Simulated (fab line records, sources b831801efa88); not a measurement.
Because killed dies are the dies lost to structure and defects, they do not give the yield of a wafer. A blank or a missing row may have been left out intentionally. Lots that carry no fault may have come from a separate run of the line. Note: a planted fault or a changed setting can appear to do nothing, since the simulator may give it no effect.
fab line records	flow sfqLine	part 1 of 2: steps 1 to 25 of 35
record: lots: 5	wafers: 15	lastDay: 86
route steps=325 shown R5@219 I5@228 C5@240 M6@251
lots untouched by any fault: they come from a run of this same line in which no faults occurred
startH: hours from the record's opening day to when the first of the lot's shown wafers began	waitH: hours elapsed since this lot's preceding step	" as in the row above	L1.1+2: several wafers, shown together as one row	- either no value or no given start	* or withheld: withheld	< > ~ a bound
route shown NAME@n: a module of which the file shows steps, and the number in the route of the first	usual: mean/standard deviation taken from wafers without a fault	same: alike in all rows	chamber/n: place in a boat	sites: each site's reading	_std_site: how widely they spread, as a standard deviation	_edge_site: mean of outer sites minus mean of inner sites	radiusMm: for every site, how far away it sits from the centre of the wafer	mask NAME#n: copy n	behind: tool/chamber where the wafer was last shaped	hold: why the lot was held/for how many hours/how that ended	device: which transistor (n, p or np) failed to switch	end of line: the tests these same wafers got at the end of their route	a step without rows: its recipe alone	killed: dies lost to structure and defects at the first sort, not the wafer's yield	map: shows each die of a wafer: x if killed, . if not, _ if none is there
set.NAME: the run value of the setting; set.NAME@STEP: its run value at that earlier step	model.NAME: the simulator's own value behind a step, which no gauge read
lots seen at some steps along the route; tables by step, rows by wafer
services: a tool's chamber out of use, with start hour (startH, from the record's first day; less than 0 if before it), hours out, and reason
== steps ==
step: SFQ_TRILAYER_R5_LITHO_SOFTBAKE_140
recipe: tempC: withheld	timeS: withheld	resist: KrF
usual: chillPlateTempC: *
lot.wafer	tool	chamber	startH	waitH	chillPlateTempC
L075.1	lithoTrack-02	0	1117.33	0.2	*
L075.2	"	0	"	"	*
L075.5	"	0	"	"	*
L076.1	lithoTrack-03	0	1120.33	0.2	*
L076.2	"	0	"	"	*
L076.4	"	0	"	"	*
L077.1	lithoTrack-01	0	1123.33	0.2	*
L077.2	"	0	"	"	*
L077.4	"	0	"	"	*
L096.1	lithoTrack-03	0	1600.31	0.2	*
L096.2	"	0	"	"	*
L096.4	"	0	"	"	*
L097.1	lithoTrack-02	0	1603.37	0.2	*
L097.2	"	0	"	"	*
L097.3	"	0	"	"	*
step: SFQ_TRILAYER_R5_LITHO_EXPOSE_137
recipe: maskId: R5	na: 0.6	sourceShape: conventional	sigmaOuter: 0.65	targetCdNm: 500	doseMj: 14.4
same: na: 0.6	sigmaOuter: 0.65
lot.wafer	tool	chamber	startH	waitH	mask
L075.1+2+5	krfScanner-01	0	1267.19	-	R5#0
L076.1+2+4	krfScanner-01	0	1271.99	-	R5#0
L077.1+2+4	krfScanner-01	0	1273.19	-	R5#0
L096.1+2+4	krfScanner-02	0	1717.70	-	R5#0
L097.1+2+3	krfScanner-02	0	1720.10	-	R5#0
step: SFQ_TRILAYER_R5_LITHO_PEB_139
recipe: pebTempC: 115	pebTimeS: 60	resist: KrF
usual: chillPlateTempC: 23.01/0.11
lot.wafer	tool	chamber	startH	waitH	chillPlateTempC
L075.1	lithoTrack-01	0	1268.39	1.0	22.92
L075.2	"	0	"	"	22.98
L075.5	"	0	"	"	23.21
L076.1	lithoTrack-01	0	1273.19	1.0	23.27
L076.2	"	0	"	"	23.19
L076.4	"	0	"	"	23.24
L077.1	lithoTrack-02	0	1274.39	1.0	22.96
L077.2	"	0	"	"	23.06
L077.4	"	0	"	"	23.04
L096.1	lithoTrack-02	0	1718.90	1.0	23.03
L096.2	"	0	"	"	22.90
L096.4	"	0	"	"	22.89
L097.1	lithoTrack-02	0	1721.30	1.0	22.93
L097.2	"	0	"	"	22.91
L097.3	"	0	"	"	23.07
step: SFQ_TRILAYER_R5_LITHO_DEVELOP_138
recipe: timeS: 60	resist: KrF
usual: chillPlateTempC: 23.02/0.1
lot.wafer	tool	chamber	startH	waitH	chillPlateTempC
L075.1	lithoTrack-01	0	1268.54	0.1	23.24
L075.2	"	0	"	"	23.03
L075.5	"	0	"	"	23.26
L076.1	lithoTrack-01	0	1273.34	0.1	22.84
L076.2	"	0	"	"	23.06
L076.4	"	0	"	"	22.97
L077.1	lithoTrack-02	0	1274.54	0.1	23.19
L077.2	"	0	"	"	22.98
L077.4	"	0	"	"	23.02
L096.1	lithoTrack-02	0	1719.05	0.1	22.96
L096.2	"	0	"	"	23.05
L096.4	"	0	"	"	23.08
L097.1	lithoTrack-02	0	1721.45	0.1	23.15
L097.2	"	0	"	"	23.05
L097.3	"	0	"	"	23.01
step: SFQ_R5_OVL_MEAS_935
usual: R5_OVL: 1/5.9
lot.wafer	tool	chamber	startH	waitH	R5_OVL[nm]
L075.1	overlay-02	-	1268.69	0.1	3
L075.2	"	-	"	"	4
L075.5	"	-	"	"	0
L076.1	overlay-01	-	1273.49	0.1	8
L076.2	"	-	"	"	7
L076.4	"	-	"	"	6
L077.1	overlay-01	-	1274.69	0.1	9
L077.2	"	-	"	"	9
L077.4	"	-	"	"	5
L096.1	overlay-02	-	1719.20	0.1	-3
L096.2	"	-	"	"	6
L096.4	"	-	"	"	-1
L097.1	overlay-01	-	1721.60	0.1	-11
L097.2	"	-	"	"	2
L097.3	"	-	"	"	-10
step: SFQ_TRILAYER_R5_BARC_OPEN_METAL_ETCH_177
recipe: maskMaterial: PR	chemistry: O2	targetDepthNm: 125	target: BARC	icpW: 621.2	biasW: 80	pressureMtorr: 10	timeS: 41.7
usual: drypumpMotorCurrentA: 5.9/0.51	oesProductAu: 0.685/0.0046
lot.wafer	tool	chamber	startH	waitH	drypumpMotorCurrentA	oesProductAu	rfHoursCounterH
L075.1	rieMetal-01	0	1268.73	0.0	5.3	0.688	73
L075.2	"	1	"	"	6.2	0.683	30
L075.5	"	0	"	"	5.3	0.693	-
L076.1	rieMetal-01	0	1273.53	0.0	5.3	0.678	74
L076.2	"	1	"	"	6.3	0.686	30
L076.4	"	0	"	"	5.3	0.685	-
L077.1	rieMetal-03	0	1274.73	0.0	6.6	0.682	114
L077.2	"	1	"	"	6.1	0.683	123
L077.4	"	1	"	"	6.1	0.693	-
L096.1	rieMetal-02	1	1719.24	0.0	5.2	0.682	94
L096.2	"	0	"	"	6.1	0.683	120
L096.4	"	0	"	"	6.1	0.682	-
L097.1	rieMetal-03	0	1721.64	0.0	6.6	0.693	25
L097.2	"	1	"	"	6.1	0.687	37
L097.3	"	0	"	"	6.6	0.678	-
step: SFQ_TRILAYER_R5_ETCH_METAL_ETCH_139
recipe: stopOn: SiO2	maskMaterial: PR	chemistry: Cl2	targetDepthNm: 60	icpW: 600	biasW: 80	pressureMtorr: 10	timeS: 40
usual: drypumpMotorCurrentA: 5.9/0.51	oesProductAu: 0.990/0.005
lot.wafer	tool	chamber	startH	waitH	drypumpMotorCurrentA	oesProductAu	rfHoursCounterH
L075.1	rieMetal-01	0	1268.79	0.0	5.3	0.996	73
L075.2	"	1	"	"	6.2	0.986	30
L075.5	"	0	"	"	5.3	0.995	-
L076.1	rieMetal-01	0	1273.59	0.0	5.3	0.995	74
L076.2	"	1	"	"	6.2	0.993	30
L076.4	"	0	"	"	5.3	0.996	-
L077.1	rieMetal-03	0	1274.79	0.0	6.6	0.989	114
L077.2	"	1	"	"	6.1	0.986	123
L077.4	"	1	"	"	6.1	0.982	-
L096.1	rieMetal-02	1	1719.30	0.0	5.2	0.989	94
L096.2	"	0	"	"	6.1	0.991	120
L096.4	"	0	"	"	6.1	0.979	-
L097.1	rieMetal-03	0	1721.70	0.0	6.6	0.982	25
L097.2	"	1	"	"	6.1	0.981	37
L097.3	"	0	"	"	6.6	0.985	-
step: SFQ_TRILAYER_R5_STRIP_STRIP_140
recipe: gas: O2	powerW: 200	platenTempC: 40	overashFraction: 0.65	chemistry: O2	pressureMtorr: 50
usual: drypumpMotorCurrentA: 5.9/0.51	oesProductAu: 1.000/0.0073
lot.wafer	tool	chamber	startH	waitH	drypumpMotorCurrentA	oesProductAu	rfHoursCounterH
L075.1	rieMetal-01	0	1268.85	0.0	5.3	1.004	73
L075.2	"	1	"	"	6.2	1.000	30
L075.5	"	0	"	"	5.3	1.003	-
L076.1	rieMetal-01	0	1273.65	0.0	5.3	1.001	74
L076.2	"	1	"	"	6.2	1.018	31
L076.4	"	0	"	"	5.3	0.999	-
L077.1	rieMetal-03	0	1274.85	0.0	6.6	1.007	114
L077.2	"	1	"	"	6.1	0.999	123
L077.4	"	1	"	"	6.1	0.991	-
L096.1	rieMetal-02	1	1719.36	0.0	5.2	0.997	94
L096.2	"	0	"	"	6.1	1.017	120
L096.4	"	0	"	"	6.1	1.012	-
L097.1	rieMetal-03	0	1721.76	0.0	6.6	0.993	25
L097.2	"	1	"	"	6.1	1.001	37
L097.3	"	0	"	"	6.6	0.985	-
step: SFQ_TRILAYER_R5_STRIP_SOLV_CLEAN_141
recipe: chemistry: NMP	tempC: 70	timeS: 600
lot.wafer	tool	chamber	startH	waitH
L075.1+2+5	wetBench-03	4,7,0	1269.45	0.4
L076.1+2+4	wetBench-03	6,0,7	1274.25	0.4
L077.1+2+4	wetBench-01	3,2,5	1275.45	0.4
L096.1+2+4	wetBench-02	4,0,5	1719.96	0.4
L097.1+2+3	wetBench-01	1,7,4	1722.36	0.4
step: SFQ_TRILAYER_A5C_DEP_PECVD_142
recipe: material: SiO2	tempC: 150	timeS: 15.556	pressureTorr: 2.4	rfW: 183.3	precursor: SiH4/N2O	targetThkNm: 70
usual: heaterPowerOuterW: 29/5	heaterPowerW: 85/9.2	throttleValvePct: 24.6/1.5
lot.wafer	tool	chamber	startH	waitH	heaterPowerOuterW	heaterPowerW	sinceWetCleanH	throttleValvePct
L075.1	pecvd-03	2	1269.62	0.0	31	87	1431	27.2
L075.2	"	1	"	"	29	83	1431	26.2
L075.5	"	1	"	"	30	82	-	26.3
L076.1	pecvd-02	2	1274.42	0.0	35	98	327	24.2
L076.2	"	0	"	"	30	84	327	24.5
L076.4	"	2	"	"	34	98	-	24.3
L077.1	pecvd-01	0	1275.62	0.0	19	75	1067	24.2
L077.2	"	2	"	"	32	91	1067	26.2
L077.4	"	2	"	"	31	92	-	26.1
L096.1	pecvd-02	2	1720.13	0.0	40	104	773	26.5
L096.2	"	0	"	"	20	68	773	25.3
L096.4	"	2	"	"	40	101	-	26.5
L097.1	pecvd-01	2	1722.53	0.0	36	103	22	22.6
L097.2	"	1	"	"	24	76	22	23.6
L097.3	"	0	"	"	22	77	22	19.3
step: SFQ_TRILAYER_I5_LITHO_COAT_149
recipe: resist: BARC	spinRpm: 3000	resistThkNm: 62
usual: chillPlateTempC: 23.00/0.12
lot.wafer	tool	chamber	startH	waitH	chillPlateTempC
L075.1	lithoTrack-03	0	1269.87	0.2	23.13
L075.2	"	0	"	"	23.12
L075.5	"	0	"	"	23.00
L076.1	lithoTrack-01	0	1274.45	0.0	22.92
L076.2	"	0	"	"	22.97
L076.4	"	0	"	"	23.00
L077.1	lithoTrack-03	0	1275.89	0.3	23.00
L077.2	"	0	"	"	23.07
L077.4	"	0	"	"	22.92
L096.1	lithoTrack-04	0	1720.16	0.0	22.78
L096.2	"	0	"	"	22.82
L096.4	"	0	"	"	22.84
L097.1	lithoTrack-03	0	1722.56	0.0	23.08
L097.2	"	0	"	"	23.24
L097.3	"	0	"	"	23.18
step: SFQ_TRILAYER_I5_LITHO_COAT_144
recipe: resist: KrF	spinRpm: 3000	resistThkNm: 650
usual: chillPlateTempC: 22.98/0.12
lot.wafer	tool	chamber	startH	waitH	chillPlateTempC
L075.1	lithoTrack-03	0	1270.17	0.2	23.01
L075.2	"	0	"	"	23.01
L075.5	"	0	"	"	23.20
L076.1	lithoTrack-01	0	1274.75	0.2	22.74
L076.2	"	0	"	"	22.66
L076.4	"	0	"	"	22.66
L077.1	lithoTrack-03	0	1276.19	0.2	23.00
L077.2	"	0	"	"	22.97
L077.4	"	0	"	"	23.12
L096.1	lithoTrack-04	0	1720.46	0.2	23.09
L096.2	"	0	"	"	23.00
L096.4	"	0	"	"	23.16
L097.1	lithoTrack-03	0	1722.86	0.2	22.89
L097.2	"	0	"	"	23.19
L097.3	"	0	"	"	23.15
step: SFQ_TRILAYER_I5_LITHO_SOFTBAKE_148
recipe: tempC: withheld	timeS: withheld	resist: KrF
usual: chillPlateTempC: *
lot.wafer	tool	chamber	startH	waitH	chillPlateTempC
L075.1	lithoTrack-03	0	1270.47	0.2	*
L075.2	"	0	"	"	*
L075.5	"	0	"	"	*
L076.1	lithoTrack-01	0	1275.05	0.2	*
L076.2	"	0	"	"	*
L076.4	"	0	"	"	*
L077.1	lithoTrack-03	0	1276.49	0.2	*
L077.2	"	0	"	"	*
L077.4	"	0	"	"	*
L096.1	lithoTrack-04	0	1720.76	0.2	*
L096.2	"	0	"	"	*
L096.4	"	0	"	"	*
L097.1	lithoTrack-03	0	1723.16	0.2	*
L097.2	"	0	"	"	*
L097.3	"	0	"	"	*
step: SFQ_TRILAYER_I5_LITHO_EXPOSE_145
recipe: maskId: I5	na: 0.6	sourceShape: conventional	sigmaOuter: 0.65	targetCdNm: 700	doseMj: 21.3
same: na: 0.6	sigmaOuter: 0.65
lot.wafer	tool	chamber	startH	waitH	mask
L075.1+2+5	krfScanner-02	0	1377.64	-	I5#0
L076.1+2+4	krfScanner-02	0	1382.44	-	I5#0
L077.1+2+4	krfScanner-02	0	1386.04	-	I5#0
L096.1+2+4	krfScanner-01	0	1839.03	-	I5#0
L097.1+2+3	krfScanner-01	0	1840.23	-	I5#0
step: SFQ_TRILAYER_I5_LITHO_PEB_147
recipe: pebTempC: 115	pebTimeS: 60	resist: KrF
usual: chillPlateTempC: 23.01/0.1
lot.wafer	tool	chamber	startH	waitH	chillPlateTempC
L075.1	lithoTrack-04	0	1378.84	1.0	23.13
L075.2	"	0	"	"	23.00
L075.5	"	0	"	"	23.02
L076.1	lithoTrack-03	0	1383.64	1.0	23.04
L076.2	"	0	"	"	22.97
L076.4	"	0	"	"	22.98
L077.1	lithoTrack-01	0	1387.24	1.0	23.01
L077.2	"	0	"	"	22.86
L077.4	"	0	"	"	22.83
L096.1	lithoTrack-03	0	1840.23	1.0	23.03
L096.2	"	0	"	"	22.84
L096.4	"	0	"	"	22.94
L097.1	lithoTrack-01	0	1841.43	1.0	22.85
L097.2	"	0	"	"	23.11
L097.3	"	0	"	"	22.83
step: SFQ_TRILAYER_I5_LITHO_DEVELOP_146
recipe: timeS: 60	resist: KrF
usual: chillPlateTempC: 23.00/0.11
lot.wafer	tool	chamber	startH	waitH	chillPlateTempC
L075.1	lithoTrack-04	0	1378.99	0.1	22.90
L075.2	"	0	"	"	22.98
L075.5	"	0	"	"	22.97
L076.1	lithoTrack-03	0	1383.79	0.1	22.99
L076.2	"	0	"	"	23.04
L076.4	"	0	"	"	23.04
L077.1	lithoTrack-01	0	1387.39	0.1	23.05
L077.2	"	0	"	"	23.15
L077.4	"	0	"	"	22.98
L096.1	lithoTrack-03	0	1840.38	0.1	23.04
L096.2	"	0	"	"	23.13
L096.4	"	0	"	"	22.96
L097.1	lithoTrack-01	0	1841.58	0.1	23.11
L097.2	"	0	"	"	23.18
L097.3	"	0	"	"	23.07
step: SFQ_I5_OVL_MEAS_936
usual: I5_OVL: 3/5
lot.wafer	tool	chamber	startH	waitH	I5_OVL[nm]
L075.1	overlay-01	-	1379.14	0.1	-1
L075.2	"	-	"	"	-4
L075.5	"	-	"	"	-3
L076.1	overlay-01	-	1383.94	0.1	11
L076.2	"	-	"	"	4
L076.4	"	-	"	"	-3
L077.1	overlay-02	-	1387.54	0.1	-7
L077.2	"	-	"	"	-9
L077.4	"	-	"	"	-11
L096.1	overlay-01	-	1840.53	0.1	-3
L096.2	"	-	"	"	-2
L096.4	"	-	"	"	2
L097.1	overlay-01	-	1841.73	0.1	1
L097.2	"	-	"	"	2
L097.3	"	-	"	"	3
step: SFQ_TRILAYER_I5_BARC_OPEN_VIA_ETCH_200
recipe: maskMaterial: PR	chemistry: O2	targetDepthNm: 125	target: BARC	sourceW: 500	biasW: 80	pressureMtorr: 30	timeS: 41.7
usual: drypumpMotorCurrentA: 5.8/0.45	oesProductAu: 0.685/0.0048
lot.wafer	tool	chamber	startH	waitH	drypumpMotorCurrentA	oesProductAu	rfHoursCounterH
L075.1	rieDiel-02	0	1379.18	0.0	5.9	0.680	13
L075.2	"	2	"	"	5.0	0.676	13
L075.5	"	2	"	"	5.0	0.685	-
L076.1	rieDiel-02	1	1383.98	0.0	6.4	0.691	19
L076.2	"	3	"	"	5.6	0.687	0
L076.4	"	0	"	"	5.9	0.676	13
L077.1	rieDiel-02	1	1387.58	0.0	6.4	0.681	19
L077.2	"	3	"	"	5.6	0.698	1
L077.4	"	0	"	"	5.9	0.682	13
L096.1	rieDiel-02	2	1840.57	0.0	5.0	0.690	17
L096.2	"	0	"	"	5.9	0.678	18
L096.4	"	1	"	"	6.4	0.682	2
L097.1	rieDiel-04	3	1841.77	0.0	5.9	0.686	0
L097.2	"	0	"	"	6.2	0.685	15
L097.3	"	1	"	"	5.4	0.686	19
step: SFQ_TRILAYER_I5_ETCH_VIA_ETCH_147
recipe: stopOn: Nb	maskMaterial: PR	chemistry: CHF3	targetDepthNm: 360	sourceW: 500	biasW: 80	pressureMtorr: 30	timeS: withheld
usual: drypumpMotorCurrentA: 5.8/0.45	oesProductAu: 0.988/0.0059
lot.wafer	tool	chamber	startH	waitH	drypumpMotorCurrentA	oesProductAu
L075.1	rieDiel-02	0	1379.22	0.0	5.9	0.985
L075.2	"	2	"	"	5.0	1.001
L075.5	"	2	"	"	5.0	0.986
L076.1	rieDiel-02	1	1384.02	0.0	6.5	0.992
L076.2	"	3	"	"	5.6	0.982
L076.4	"	0	"	"	5.9	0.990
L077.1	rieDiel-02	1	1387.62	0.0	6.4	0.988
L077.2	"	3	"	"	5.6	0.982
L077.4	"	0	"	"	5.9	0.982
L096.1	rieDiel-02	2	1840.61	0.0	5.0	0.979
L096.2	"	0	"	"	5.9	0.996
L096.4	"	1	"	"	6.4	0.991
L097.1	rieDiel-04	3	1841.81	0.0	5.9	0.975
L097.2	"	0	"	"	6.2	0.993
L097.3	"	1	"	"	5.5	0.995
step: SFQ_TRILAYER_I5_STRIP_STRIP_148
recipe: gas: O2	powerW: 200	platenTempC: 40	overashFraction: 0.65	chemistry: O2	pressureMtorr: 50
usual: drypumpMotorCurrentA: 5.9/0.56	oesProductAu: 1.001/0.0074
lot.wafer	tool	chamber	startH	waitH	drypumpMotorCurrentA	oesProductAu	rfHoursCounterH
L075.1	rieMetal-01	0	1379.37	-	5.3	1.006	89
L075.2	"	1	"	"	6.2	1.004	46
L075.5	"	0	"	"	5.3	1.010	-
L076.1	rieMetal-01	1	1384.17	-	6.2	1.001	46
L076.2	"	0	"	"	5.3	1.014	90
L076.4	"	0	"	"	5.3	0.999	-
L077.1	rieMetal-01	0	1387.77	-	5.3	1.008	90
L077.2	"	1	"	"	6.2	1.006	46
L077.4	"	1	"	"	6.2	1.008	-
L096.1	rieMetal-04	0	1840.76	-	4.8	1.008	119
L096.2	"	1	"	"	5.8	0.993	106
L096.4	"	0	"	"	4.8	0.989	-
L097.1	rieMetal-01	0	1841.96	-	5.3	1.003	4
L097.2	"	1	"	"	6.2	1.014	98
L097.3	"	1	"	"	6.2	1.009	-
step: SFQ_TRILAYER_I5_STRIP_SOLV_CLEAN_149
recipe: chemistry: NMP	tempC: 70	timeS: 600
lot.wafer	tool	chamber	startH	waitH
L075.1+2+5	wetBench-04	4,5,3	1379.97	0.4
L076.1+2+4	wetBench-04	4,0,6	1384.77	0.4
L077.1+2+4	wetBench-04	3,1,5	1388.37	0.4
L096.1+2+4	wetBench-04	7,4,3	1841.36	0.4
L097.1+2+3	wetBench-03	5,2,4	1842.56	0.4
step: SFQ_TRILAYER_C5_LITHO_COAT_156
recipe: resist: BARC	spinRpm: 3000	resistThkNm: 62
usual: chillPlateTempC: 23.00/0.11
lot.wafer	tool	chamber	startH	waitH	chillPlateTempC
L075.1	lithoTrack-04	0	1380.18	0.0	23.14
L075.2	"	0	"	"	23.27
L075.5	"	0	"	"	23.13
L076.1	lithoTrack-04	0	1384.94	0.0	23.07
L076.2	"	0	"	"	22.99
L076.4	"	0	"	"	22.98
L077.1	lithoTrack-04	0	1388.54	0.0	22.92
L077.2	"	0	"	"	23.10
L077.4	"	0	"	"	23.02
L096.1	lithoTrack-02	0	1841.53	0.0	23.05
L096.2	"	0	"	"	22.88
L096.4	"	0	"	"	23.01
L097.1	lithoTrack-01	0	1842.73	0.0	22.93
L097.2	"	0	"	"	23.01
L097.3	"	0	"	"	23.07
step: SFQ_TRILAYER_C5_LITHO_COAT_151
recipe: resist: KrF	spinRpm: 3000	resistThkNm: 650
usual: chillPlateTempC: 22.98/0.11
lot.wafer	tool	chamber	startH	waitH	chillPlateTempC
L075.1	lithoTrack-04	0	1380.48	0.2	22.88
L075.2	"	0	"	"	23.08
L075.5	"	0	"	"	23.07
L076.1	lithoTrack-04	0	1385.24	0.2	22.81
L076.2	"	0	"	"	22.90
L076.4	"	0	"	"	23.09
L077.1	lithoTrack-04	0	1388.84	0.2	23.05
L077.2	"	0	"	"	22.98
L077.4	"	0	"	"	22.99
L096.1	lithoTrack-02	0	1841.83	0.2	23.05
L096.2	"	0	"	"	23.07
L096.4	"	0	"	"	23.10
L097.1	lithoTrack-01	0	1843.03	0.2	22.95
L097.2	"	0	"	"	22.97
L097.3	"	0	"	"	22.96
step: SFQ_TRILAYER_C5_LITHO_SOFTBAKE_155
recipe: tempC: withheld	timeS: withheld	resist: KrF
usual: chillPlateTempC: *
lot.wafer	tool	chamber	startH	waitH	chillPlateTempC
L075.1	lithoTrack-04	0	1380.78	0.2	*
L075.2	"	0	"	"	*
L075.5	"	0	"	"	*
L076.1	lithoTrack-04	0	1385.54	0.2	*
L076.2	"	0	"	"	*
L076.4	"	0	"	"	*
L077.1	lithoTrack-04	0	1389.14	0.2	*
L077.2	"	0	"	"	*
L077.4	"	0	"	"	*
L096.1	lithoTrack-02	0	1842.13	0.2	*
L096.2	"	0	"	"	*
L096.4	"	0	"	"	*
L097.1	lithoTrack-01	0	1843.33	0.2	*
L097.2	"	0	"	"	*
L097.3	"	0	"	"	*
step: SFQ_TRILAYER_C5_LITHO_EXPOSE_152
recipe: maskId: C5	na: 0.6	sourceShape: conventional	sigmaOuter: 0.65	targetCdNm: 500	doseMj: 21.3
same: na: 0.6	sigmaOuter: 0.65
lot.wafer	tool	chamber	startH	waitH	mask
L075.1+2+5	krfScanner-02	0	1485.48	-	C5#0
L076.1+2+4	krfScanner-02	0	1486.68	-	C5#0
L077.1+2+4	krfScanner-02	0	1487.88	-	C5#0
L096.1+2+4	krfScanner-02	0	1843.24	-	C5#0
L097.1+2+3	krfScanner-02	0	1845.64	-	C5#0
